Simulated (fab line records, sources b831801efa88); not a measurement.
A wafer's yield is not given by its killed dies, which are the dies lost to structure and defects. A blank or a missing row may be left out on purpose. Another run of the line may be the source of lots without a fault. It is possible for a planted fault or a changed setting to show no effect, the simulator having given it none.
fab line records    flow sky130
record: lots: 12  wafers: 36  last-day: 50
route steps=708 shown SONOS_ONO@185 POLY_GATE@236 LDD_LDN@302 SD_P@329 PAD_OPEN@708
lots that met no fault: from a run of the same line without faults
start-h: start of the lot's first displayed wafer, in hours after the record's first day    wait-h: hours since the lot's step before    " identical to the entry in the row above    L1.1+2: one row covering several wafers at once    - no value, or no start was given    * or withheld: withheld    < > ~ a bound
route shown NAME@n: a module of which the file shows steps, and the number in the route of the first    usual: mean/standard deviation taken from wafers without a fault    same: alike in all rows    chamber/n: place in a boat    sites: per-site readings    _std_site: the values' standard deviation    _edge_site: the outer-site mean with the inner-site mean subtracted    radius-mm: how far each site lies from the wafer's centre    mask NAME#n: copy n    behind: the most recent tool/chamber to have shaped the wafer    hold: the reason the lot was held/the length of the hold in hours/how it ended    device: which transistor (n, p or np) failed to switch    end of line: tests run on the same wafers once the route is complete    for a step that has no rows: nothing shown but its recipe    killed: at the first sort, the dies lost to defects and structure; wafer yield is something else    map: shows each die of a wafer: x if killed, . if not, _ if none is there
set.NAME: the setting that was run; set.NAME@STEP: the one run at that earlier step    model.NAME: the simulator's own value behind a step, which no gauge read
the route's steps for a sample of lots (tables are steps, rows are wafers)
services: from which hour (start-h, from the record's first day; less than 0 if before it) a tool's chamber was out of use, for how many hours, and why
== steps ==
step: SKY_SONOS_ONO_STRIP_17
recipe: chemistry: O2/N2  power-w: 1400  pressure-mtorr: 1500  platen-temp-c: withheld  o2-flow-sccm: 3000  n2-flow-sccm: 300  overash-fraction: 0.5
usual: drypump-motor-current-A: 6.1/0.33  oes-product-au: 0.710/0.0052  strip-time-to-endpoint-s: 14.11/0.039
lot.wafer  tool             chamber  start-h  wait-h  drypump-motor-current-A  oes-product-au  rf-hours-counter-h  strip-time-to-endpoint-s
L723.1     plasma-asher-02  1        298.66   0.0     6.0                      0.719           60                  14.11
L723.4     "                0        "        "       5.8                      0.716           -                   14.12
L723.6     "                0        "        "       5.8                      0.712           -                   14.09
L725.4     plasma-asher-01  0        316.71   0.0     6.1                      0.703           -                   14.14
L725.5     "                1        "        "       6.7                      0.703           -                   14.10
L725.6     "                0        "        "       6.1                      0.718           -                   14.18
L726.1     plasma-asher-02  0        326.27   0.0     5.8                      0.712           62                  14.12
L726.4     "                1        "        "       6.0                      0.700           -                   14.14
L726.5     "                0        "        "       5.8                      0.705           -                   14.13
L728.2     plasma-asher-01  1        339.32   0.0     6.7                      0.714           67                  14.15
L728.4     "                0        "        "       6.1                      0.716           -                   14.12
L728.6     "                0        "        "       6.2                      0.715           -                   14.20
L729.2     plasma-asher-01  1        343.97   0.0     6.7                      0.703           68                  14.11
L729.3     "                1        "        "       6.7                      0.713           -                   14.07
L729.4     "                0        "        "       6.1                      0.709           -                   14.01
L730.1     plasma-asher-03  0        353.47   0.0     5.8                      0.711           23                  14.07
L730.2     "                1        "        "       5.7                      0.705           23                  14.08
L730.5     "                0        "        "       5.8                      0.715           -                   14.12
L733.1     plasma-asher-02  1        384.02   0.0     6.1                      0.708           68                  14.06
L733.2     "                0        "        "       5.8                      0.710           68                  14.12
L733.5     "                1        "        "       6.1                      0.711           -                   14.07
L734.1     plasma-asher-01  1        399.11   0.0     6.6                      0.722           73                  14.03
L734.3     "                1        "        "       6.7                      0.699           -                   14.03
L734.5     "                0        "        "       6.1                      0.708           -                   14.01
L735.2     plasma-asher-01  0        399.79   0.0     6.2                      0.712           73                  14.21
L735.4     "                1        "        "       6.7                      0.709           -                   14.17
L735.5     "                1        "        "       6.7                      0.713           -                   14.14
L736.1     plasma-asher-02  1        404.23   0.0     6.1                      0.712           70                  14.09
L736.2     "                0        "        "       5.8                      0.709           70                  14.15
L736.4     "                1        "        "       6.1                      0.713           -                   14.10
L742.1     plasma-asher-03  1        449.65   0.0     5.7                      0.713           32                  14.10
L742.3     "                0        "        "       5.8                      0.711           -                   14.10
L742.5     "                1        "        "       5.6                      0.700           -                   14.10
L744.1     plasma-asher-03  0        468.17   0.0     5.8                      0.715           34                  14.10
L744.2     "                1        "        "       5.7                      0.710           34                  14.12
L744.3     "                0        "        "       5.8                      0.711           -                   14.09
step: SKY_POLY_GATE_CD_MEAS_22
usual: cd-nm: 150.3/2.3
lot.wafer  tool       chamber  start-h  wait-h  cd-nm
L723.1     cd-sem-01  -        401.35   0.1     151.4
L723.4     "          -        "        "       152.1
L723.6     "          -        "        "       150.8
L725.4     cd-sem-01  -        409.86   0.1     146.6
L725.5     "          -        "        "       148.5
L725.6     "          -        "        "       146.6
L726.1     cd-sem-01  -        421.55   0.1     149.8
L726.4     "          -        "        "       146.7
L726.5     "          -        "        "       147.7
L728.2     cd-sem-01  -        436.57   0.1     146.9
L728.4     "          -        "        "       150.3
L728.6     "          -        "        "       150.9
L729.2     cd-sem-01  -        438.99   0.1     151.5
L729.3     "          -        "        "       153.7
L729.4     "          -        "        "       150.8
L730.1     cd-sem-01  -        453.86   0.1     151.7
L730.2     "          -        "        "       150.2
L730.5     "          -        "        "       150.8
L733.1     cd-sem-02  -        482.05   0.1     151.8
L733.2     "          -        "        "       154.7
L733.5     "          -        "        "       150.2
L734.1     cd-sem-02  -        499.15   0.1     146.8
L734.3     "          -        "        "       149.6
L734.5     "          -        "        "       148.3
L735.2     cd-sem-01  -        503.07   0.1     153.4
L735.4     "          -        "        "       153.8
L735.5     "          -        "        "       152.4
L736.1     cd-sem-01  -        505.31   0.1     151.0
L736.2     "          -        "        "       148.4
L736.4     "          -        "        "       148.4
L742.1     cd-sem-02  -        549.26   0.1     153.1
L742.3     "          -        "        "       153.4
L742.5     "          -        "        "       152.5
L744.1     cd-sem-02  -        569.73   0.1     150.6
L744.2     "          -        "        "       154.1
L744.3     "          -        "        "       147.6
step: SKY_LDD_LDN_TW_MEAS_13
usual: LDD_LDN_TW: 1478/13
lot.wafer  tool           chamber  start-h  wait-h  LDD_LDN_TW
L723.1     film-metro-03  -        554.98   0.1     1467
L723.4     "              -        "        "       1469
L723.6     "              -        "        "       1484
L725.4     film-metro-02  -        563.86   0.1     1470
L725.5     "              -        "        "       1458
L725.6     "              -        "        "       1467
L726.1     film-metro-03  -        575.74   0.1     1472
L726.4     "              -        "        "       1462
L726.5     "              -        "        "       1466
L728.2     film-metro-02  -        590.36   0.1     1465
L728.4     "              -        "        "       1458
L728.6     "              -        "        "       1464
L729.2     film-metro-03  -        591.84   0.1     1487
L729.3     "              -        "        "       1488
L729.4     "              -        "        "       1482
L730.1     film-metro-03  -        605.48   0.1     1467
L730.2     "              -        "        "       1477
L730.5     "              -        "        "       1481
L733.1     film-metro-03  -        633.19   0.1     1470
L733.2     "              -        "        "       1477
L733.5     "              -        "        "       1485
L734.1     film-metro-04  -        650.04   0.1     1489
L734.3     "              -        "        "       1489
L734.5     "              -        "        "       1491
L735.2     film-metro-04  -        653.80   0.1     1493
L735.4     "              -        "        "       1490
L735.5     "              -        "        "       1494
L736.1     film-metro-04  -        656.39   0.1     1502
L736.2     "              -        "        "       1488
L736.4     "              -        "        "       1498
L742.1     film-metro-02  -        696.09   0.1     1468
L742.3     "              -        "        "       1476
L742.5     "              -        "        "       1473
L744.1     film-metro-02  -        716.13   0.1     1467
L744.2     "              -        "        "       1476
L744.3     "              -        "        "       1465
step: SKY_SD_P_IMPLANT_09
recipe: species: BF2  energy-kev: 20  dose-cm2: 3e+15  tilt-deg: 0
usual: beam-energy-keV: 20.001/0.0062
lot.wafer  tool          chamber  start-h  wait-h  beam-energy-keV
L723.1     implanter-04  0        614.08   0.0     20.002
L723.4     "             0        "        "       19.997
L723.6     "             0        "        "       19.994
L725.4     implanter-04  0        625.38   0.1     20.000
L725.5     "             0        "        "       20.001
L725.6     "             0        "        "       19.994
L726.1     implanter-02  0        635.21   0.0     20.011
L726.4     "             0        "        "       20.002
L726.5     "             0        "        "       20.009
L728.2     implanter-04  0        650.44   0.0     19.985
L728.4     "             0        "        "       19.991
L728.6     "             0        "        "       19.993
L729.2     implanter-03  0        653.03   0.0     20.004
L729.3     "             0        "        "       20.011
L729.4     "             0        "        "       20.007
L730.1     implanter-04  0        665.01   0.0     20.008
L730.2     "             0        "        "       20.008
L730.5     "             0        "        "       20.000
L733.1     implanter-04  0        692.46   0.0     19.267
L733.2     "             0        "        "       19.254
L733.5     "             0        "        "       19.268
L734.1     implanter-02  0        707.36   0.0     20.009
L734.3     "             0        "        "       20.006
L734.5     "             0        "        "       20.007
L735.2     implanter-03  0        711.69   0.0     20.000
L735.4     "             0        "        "       20.002
L735.5     "             0        "        "       19.991
L736.1     implanter-04  0        714.47   0.0     19.259
L736.2     "             0        "        "       19.254
L736.4     "             0        "        "       19.264
L742.1     implanter-03  0        753.01   0.0     19.999
L742.3     "             0        "        "       20.000
L742.5     "             0        "        "       19.996
L744.1     implanter-04  0        771.11   0.0     19.986
L744.2     "             0        "        "       19.995
L744.3     "             0        "        "       19.994
step: SKY_SD_N_RS_MEAS_17
recipe: thk-meas-gauge: four-point-probe
usual: SD_P_RS: 147.0/0.36
lot.wafer  tool           chamber  start-h  wait-h  SD_P_RS[ohm/sq]
L723.1     film-metro-03  -        672.16   0.1     147.0
L723.4     "              -        "        "       146.9
L723.6     "              -        "        "       147.0
L725.4     film-metro-03  -        683.72   0.1     146.8
L725.5     "              -        "        "       146.6
L725.6     "              -        "        "       146.6
L726.1     film-metro-04  -        693.10   0.1     147.4
L726.4     "              -        "        "       147.4
L726.5     "              -        "        "       147.4
L728.2     film-metro-01  -        707.88   0.1     147.3
L728.4     "              -        "        "       147.0
L728.6     "              -        "        "       146.9
L729.2     film-metro-03  -        711.28   0.1     146.9
L729.3     "              -        "        "       146.6
L729.4     "              -        "        "       146.5
L730.1     film-metro-01  -        721.28   0.1     146.4
L730.2     "              -        "        "       146.8
L730.5     "              -        "        "       146.9
L733.1     film-metro-03  -        748.57   0.1     149.3
L733.2     "              -        "        "       149.8
L733.5     "              -        "        "       148.9
L734.1     film-metro-03  -        761.25   0.1     146.6
L734.3     "              -        "        "       147.2
L734.5     "              -        "        "       147.2
L735.2     film-metro-04  -        765.62   0.1     147.3
L735.4     "              -        "        "       146.8
L735.5     "              -        "        "       147.2
L736.1     film-metro-04  -        767.72   0.1     149.9
L736.2     "              -        "        "       149.9
L736.4     "              -        "        "       149.8
L742.1     film-metro-03  -        806.27   0.1     147.1
L742.3     "              -        "        "       147.3
L742.5     "              -        "        "       147.0
L744.1     film-metro-01  -        825.77   0.1     146.5
L744.2     "              -        "        "       146.9
L744.3     "              -        "        "       147.0
step: SKY_PAD_OPEN_PROBE_99
usual: killed_at_M0_to_M3: 43/6.8  killed_at_M4_up: 3.2/1.7  killed-at-contacts: 24/5.7  killed-at-front-end: 16/4.3  killed-at-other: 0.3/0.56  killed-dies: 86/9.5  killed-on-rim: 16/3.6  killed-open: 47/6.9  killed-short: 39/5.8
same: gross-dies: 492  killed-at-back-side: 0
lot.wafer  tool       chamber  start-h  wait-h  killed_at_M0_to_M3  killed_at_M4_up  killed-at-contacts  killed-at-front-end  killed-at-other  killed-dies  killed-on-rim  killed-open  killed-short
L733.1     prober-02  -        1150.17  0.1     47                  6                25                  17                   0                95           19             49           46
L733.2     prober-02  -        1150.22  0.1     48                  5                33                  13                   0                99           22             56           43
L733.5     prober-02  -        1150.37  0.2     44                  6                31                  18                   0                99           18             53           46
L736.1     prober-01  -        1162.36  0.1     40                  4                19                  21                   0                84           18             42           42
L736.2     prober-01  -        1162.41  0.1     37                  5                18                  13                   0                73           14             35           38
L736.4     prober-01  -        1162.51  0.2     37                  4                24                  18                   0                83           15             35           48
killed by level:class
L733.1 VIA1:geometric-particle:open=12 LI_CONTACT:geometric-particle:open=7 CONTACT:geometric-particle:open=7 METAL2:geometric-particle:short=7 VIA2:geometric-particle:open=7 FIELD_ISO:geometric-particle:short=5 POLY_GATE:geometric-particle:short=5 VIA3:geometric-particle:open=5
L733.2 VIA1:geometric-particle:open=13 CONTACT:geometric-particle:open=9 LI_CONTACT:geometric-particle:open=9 CONTACT:geometric-particle:short=8 VIA2:geometric-particle:open=8 LOCAL_INTERCONNECT:geometric-particle:short=6 VIA1:geometric-particle:short=6 VIA3:geometric-particle:open=6
L733.5 VIA1:geometric-particle:open=12 VIA3:geometric-particle:open=9 LI_CONTACT:geometric-particle:open=8 CONTACT:geometric-particle:open=8 LOCAL_INTERCONNECT:geometric-particle:short=7 VIA2:geometric-particle:open=7 CONTACT:geometric-particle:short=6 POLY_GATE:geometric-particle:short=5
L736.1 LI_CONTACT:geometric-particle:open=11 VIA2:geometric-particle:open=9 VIA1:geometric-particle:open=8 METAL2:geometric-particle:short=6 FIELD_ISO:geometric-particle:short=5 FIELD_ISO:geometric-particle:open=4 CONTACT:geometric-particle:short=4 METAL1:geometric-particle:short=4
L736.2 VIA1:geometric-particle:open=9 METAL1:geometric-particle:short=8 CONTACT:geometric-particle:open=6 FIELD_ISO:geometric-particle:open=5 CONTACT:geometric-particle:short=5 METAL3:geometric-particle:open=4 VIA1:geometric-particle:short=4 VIA3:geometric-particle:open=3
L736.4 CONTACT:geometric-particle:open=7 VIA1:geometric-particle:short=7 CONTACT:geometric-particle:short=6 VIA1:geometric-particle:open=6 LI_CONTACT:geometric-particle:short=5 LI_CONTACT:geometric-particle:open=5 METAL2:geometric-particle:short=5 VIA2:geometric-particle:open=5
== services ==
tool             chamber  start-h  hours  kind
implanter-03     -        288.91   2.9    pm
implanter-03     -        301.32   0.9    repair
plasma-asher-01  -        319.19   1.6    repair
implanter-03     -        330.29   4.2    repair
implanter-03     -        336.05   1.1    repair
plasma-asher-03  -        350.12   2.8    pm
implanter-04     -        355.31   3.1    repair
plasma-asher-03  -        380.63   1.6    repair
plasma-asher-02  -        421.25   9.0    pm
plasma-asher-01  -        434.14   1.2    repair
implanter-04     -        442.40   0.6    repair
implanter-04     -        461.23   1.5    repair
implanter-03     -        483.82   4.0    pm
plasma-asher-02  -        504.65   0.3    repair
implanter-04     -        512.16   2.8    repair
plasma-asher-02  -        517.86   25.1   repair
implanter-04     -        588.37   1.0    repair
implanter-04     -        592.46   3.9    repair
implanter-03     -        600.08   2.3    repair
implanter-04     -        695.95   5.0    pm
plasma-asher-03  -        712.87   3.2    repair
implanter-04     -        718.06   6.1    repair
plasma-asher-01  -        733.75   9.0    pm
plasma-asher-01  -        742.75   2.8    pm
== key ==
first-sign: step: SKY_SD_P_IMPLANT_09  reading: beam-energy-keV  direction: down  sigmas: 99+  usual: *  struck: *
effect: step: SKY_SD_N_RS_MEAS_17  reading: SD_P_RS  direction: up  sigmas: 7.3  usual: 147.0  struck: 149.6
met-at SKY_SD_P_IMPLANT_09
struck-lots L733,L736
tester-left-out L733,L736
not-acting-at SKY_SONOS_ONO_STRIP_17,SKY_POLY_GATE_CD_MEAS_22,SKY_LDD_LDN_TW_MEAS_13
onset-between 665.01 692.46
fault: kind: process-parameter-drift  tool: implanter-04  chamber: -  onset-h: 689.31  steps: SKY_SD_P_IMPLANT_09  channel: energy-kev  offset: *  shape: step  end-h: 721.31  acts-in: *  stated: *
tester-left-out: of these lots the tester's yield and bins aren't shown, on N5 and GAA mostly nor the transistor test; their killed dies are dies lost to structure and defects alone, not to doping, threshold or leakage, so they don't give the yield
